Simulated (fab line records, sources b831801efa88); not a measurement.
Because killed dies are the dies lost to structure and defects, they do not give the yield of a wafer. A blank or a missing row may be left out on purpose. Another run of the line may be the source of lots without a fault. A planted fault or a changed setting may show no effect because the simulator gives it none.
The tool behind it: which one? ; flow sky130 ; 33 wafers from 11 lots sampled at 4 of the route's 708 steps

== WHAT EACH GAUGE READ, for each wafer ==
SKY_METAL1_OVL_MEAS_16.
lot;measured;on;METAL1_OVL (nm)
L975;day 33 06:09;overlay-01;5 1 -2
L976;day 33 06:34;overlay-01;3 -1 -1
L978;day 34 06:37;overlay-02;5 8 6
L979;day 34 17:01;overlay-02;-2 4 3
L980;day 34 20:35;overlay-01;5 1 8
L991;day 38 15:52;overlay-02;2 -6 -6
L993;day 38 16:46;overlay-02;0 -4 -10
L992;day 38 17:40;overlay-01;-3 -6 1
L997;day 39 21:07;overlay-02;-3 1 5

== TOOL THAT RAN EACH LOT (tool first, then ch and the chambers of the sampled wafers, then the start) ==
lot;SKY_CONTACT_ETCH_18;SKY_CONTACT_STRIP_19;SKY_CONTACT_CVD_24
L975;rie diel-02 ch 0,1,2, day 32 00:00;plasma asher-03 ch 0,1, day 32 01:01;cvd w-02 ch 0,1, day 32 01:44
L976;rie diel-01 ch 0,1,3, day 32 02:00;plasma asher-02 ch 0,1, day 32 02:04;cvd w-01 ch 0,1, day 32 02:43
L978;rie diel-02 ch 0,1,2, day 33 02:00;plasma asher-02 ch 0,1, day 33 02:28;cvd w-02 ch 0,1, day 33 03:08
L979;rie diel-01 ch 1,3, day 33 13:00;plasma asher-03 ch 1, day 33 13:50;cvd w-02 ch 1, day 33 14:29
L980;rie diel-01 ch 0,3, day 33 16:00;plasma asher-02 ch 0,1, day 33 16:11;cvd w-01 ch 0,1, day 33 16:51
L981;rie diel-04 ch 1,2,3, day 33 19:00;plasma asher-04 ch 0,1, day 33 19:40;cvd w-02 ch 0,1, day 33 20:19
L982;rie diel-02 ch 1,2,3, day 34 06:00;plasma asher-02 ch 0,1, day 34 06:19;cvd w-01 ch 0,1, day 34 06:58
L991;rie diel-04 ch 0,1,2, day 37 12:00;plasma asher-03 ch 0,1, day 37 12:53;cvd w-02 ch 0,1, day 37 13:33
L993;rie diel-04 ch 1,3, day 37 14:00;plasma asher-02 ch 1, day 37 14:08;cvd w-02 ch 0,1, day 37 14:48
L992;rie diel-02 ch 0,2,3, day 37 15:00;plasma asher-04 ch 0,1, day 37 15:05;cvd w-01 ch 0,1, day 37 15:45
L997;rie diel-04 ch 1,2,3, day 38 18:00;plasma asher-03 ch 0,1, day 38 18:52;cvd w-01 ch 0,1, day 38 19:32
- SKY_CONTACT_ETCH_18: etches Si3N4 in CHF3/O2, stops on TiN, time 39 s, target depth 75 nm.
- SKY_CONTACT_STRIP_19: strips in O2/N2.
- SKY_CONTACT_CVD_24: deposits W, target thk 340 nm, time 102.12 s.

== AS READ BY THE TOOLS THEMSELVES (means over the sampled wafers that have a number; for cases with no such wafer, the mark the record gives instead) ==
SKY_CONTACT_ETCH_18.
lot;tool;O2_flow_sccm (sccm);bias w (W);drypump motor current A (A);oes product au (a.u.);throttle valve pct (%)
L975;rie diel-02;4.991;199.8;5.6;0.856;8.794
L976;rie diel-01;5.001;199.7;5.6;0.853;8.796
L978;rie diel-02;4.998;199.9;5.6;0.867;8.797
L979;rie diel-01;5.002;199.6;5.5;0.858;8.798
L980;rie diel-01;5.003;199.5;5.7;0.862;8.789
L981;rie diel-04;-;-;-;-;-
L982;rie diel-02;-;-;-;-;-
L991;rie diel-04;5.016;200.1;5.2;0.854;8.791
L993;rie diel-04;5.011;200.3;5.2;0.862;8.793
L992;rie diel-02;4.985;200.0;5.4;0.855;8.789
L997;rie diel-04;4.980;199.5;5.3;0.849;8.792

SKY_CONTACT_STRIP_19.
lot;tool;drypump motor current A (A);oes product au (a.u.);strip time to endpoint s (s)
L975;plasma asher-03;6.34;0.377;3.608
L976;plasma asher-02;6.02;0.383;3.609
L978;plasma asher-02;6.11;0.385;3.623
L979;plasma asher-03;6.09;0.377;3.651
L980;plasma asher-02;6.10;0.381;3.655
L981;plasma asher-04;6.03;0.419;4.464
L982;plasma asher-02;6.11;0.417;4.501
L991;plasma asher-03;6.22;0.378;3.609
L993;plasma asher-02;6.12;0.379;3.598
L992;plasma asher-04;6.18;0.382;3.598
L997;plasma asher-03;6.32;0.383;3.645

SKY_CONTACT_CVD_24.
lot;tool;heater power w (W)
L975;cvd w-02;738
L976;cvd w-01;1005
L978;cvd w-02;752
L979;cvd w-02;719
L980;cvd w-01;1015
L981;cvd w-02;777
L982;cvd w-01;1013
L991;cvd w-02;796
L993;cvd w-02;796
L992;cvd w-01;1012
L997;cvd w-01;1023

== THE ANSWER, worked out from the rows above alone ==
Rule: the lots themselves supply what counts as usual. The widest of any qualifying gaps counts: lots, ordered by their means at a reading, are off when they make up no more than a third of the lots, leave a main group of 4 or more, and stand apart from it by 3 or more times the standard deviation of that group's means. Not used: any main group whose means are identical at the precision the tables above print for the reading. Also off: a lot with no number at a reading for which 4 or more lots have one. The other lots that the step has rows for count as sound. Order of review: gauges by route order, followed by the tools' own readings, for which a lot's mean as printed above is used. The first step at which some lot is off is used, and at that step the reading that is off furthest; a lot without a number counts as furthest.
Off: L981, L982, at SKY_CONTACT_ETCH_18 (O2_flow_sccm). Without a number there: L981, L982. The main group has a mean of 4.999 sccm with a standard deviation of 0.011.
If a tool, at that step or one of the process steps before it, ran each lot that is off and ran no sound lot following the first of them, it fits. None of those tried fits.

== WHAT WAS PUT IN BY THE SIMULATOR ==
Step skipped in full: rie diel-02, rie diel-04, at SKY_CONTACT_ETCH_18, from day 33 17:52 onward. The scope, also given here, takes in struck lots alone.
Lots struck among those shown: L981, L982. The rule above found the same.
